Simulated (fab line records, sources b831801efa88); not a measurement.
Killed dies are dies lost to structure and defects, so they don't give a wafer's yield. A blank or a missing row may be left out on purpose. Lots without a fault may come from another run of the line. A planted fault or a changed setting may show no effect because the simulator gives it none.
Problem report in the 8D (eight disciplines) form, filled by code | flow sky130 | the parts of the form that need people (team, actions taken, sign-off) are left out

1. THE PROBLEM
RES_XHIGH_TW at SKY_RES_XHIGH_TW_MEAS_09 reads a mean of 30 on 3 wafers of 1 lot; wafers without a fault read 1643 with a standard deviation of 16. That is -99 or more standard deviations from the usual mean.
First seen on wafer L366.2, day 29 17:03, on film_metro-01. The record holds 39 wafers of 13 lots with a number at this step. Rule for "out", or "out of limits": more than 4 standard deviations from the usual mean. The other wafers with a number count as sound.

2. WHAT IT IS AND WHAT IT IS NOT
question                    | is                     | is not
which readings at this step | RES_XHIGH_TW           | -
which lots                  | L366                   | L358, L360, L361, L362, L364, L372, L375, L376, L377, L378, L379, L380
which wafers of those lots  | all that have a number | -
read on which gauges        | film_metro-01          | film_metro-02, film_metro-04
when                        | from day 29 17:03      | up to then (15 sound wafers); but 21 sound wafers of L372, L375, L376, L377, L378, L379, L380 came after

3. SUSPECTS, AND WHAT RULES EACH OUT
Counting: a tool at a process step up to the reading stays a suspect if it ran every lot that is out and no sound lot after the first of them.
- the gauge at SKY_RES_XHIGH_TW_MEAS_09: ruled out. All the wafers that are out were read on film_metro-01, but those of them that SKY_SD_P_STRIP_10 has rows for are out there too, on other tools.
- plasma_asher-04 at SKY_SD_P_STRIP_10 (strips in O2/N2): ruled out as a lasting fault. Sound lots L378 ran on it after its first lot that is out, L366 (day 28 14:37).
- plasma_asher-04 at SKY_RES_XHIGH_STRIP_08 (strips in O2/N2): ruled out as a lasting fault. Sound lots L375, L377, L379, L380 ran on it after its first lot that is out, L366 (day 29 16:56).
Left after counting: nothing in the record.

4. THE CAUSE (what the simulator had put in)
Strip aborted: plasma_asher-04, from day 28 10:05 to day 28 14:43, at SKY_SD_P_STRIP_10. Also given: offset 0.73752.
Counting ruled it out, wrongly: the rule takes a fault to strike every lot that its tool runs from its start on, and this one did not.

5. THE CHAIN OF EFFECTS, in route order
Each row: a reading whose mean over the struck wafers that have a number lies more than 3 standard deviations from the usual. Only readings for which the record gives a usual standard deviation are gone through. hours: the time from each lot's start at the first step in this table that gives one to its start at this step, as a median over the lots. sigmas: the change in usual standard deviations.
hours | step                     | reading                  | usual      | on struck wafers | change | sigmas
0     | SKY_SD_P_STRIP_10        | oes_product_au           | 0.618 a.u. | 0.560            | -0.058 | -13
26    | SKY_RES_XHIGH_STRIP_08   | strip_time_to_endpoint_s | 14.26 s    | 24.68            | +10.42 | +99 or more
26    | SKY_RES_XHIGH_TW_MEAS_09 | RES_XHIGH_TW             | 1643       | 30               | -1613  | -99 or more
The process steps in it:
- SKY_SD_P_STRIP_10: strips in O2/N2.
- SKY_RES_XHIGH_STRIP_08: strips in O2/N2.
Readings that are blank on the struck wafers while sound wafers have them: strip_time_to_endpoint_s at SKY_SD_P_STRIP_10.
Later measuring or inspecting steps at which every struck wafer that the step has a row for has a number for every such reading, and none has moved that far: SKY_SD_N_TW_MEAS_12.

6. WHAT WOULD HAVE CAUGHT IT SOONER
In this record the first reading out of limits at a measuring or inspecting step was taken at day 29 17:03, 31 hours after the fault began at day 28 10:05.
The tool's own readings at SKY_SD_P_STRIP_10 were out on every struck wafer that the step has a row for (oes_product_au): an alarm limit on them would have fired on the first of those.
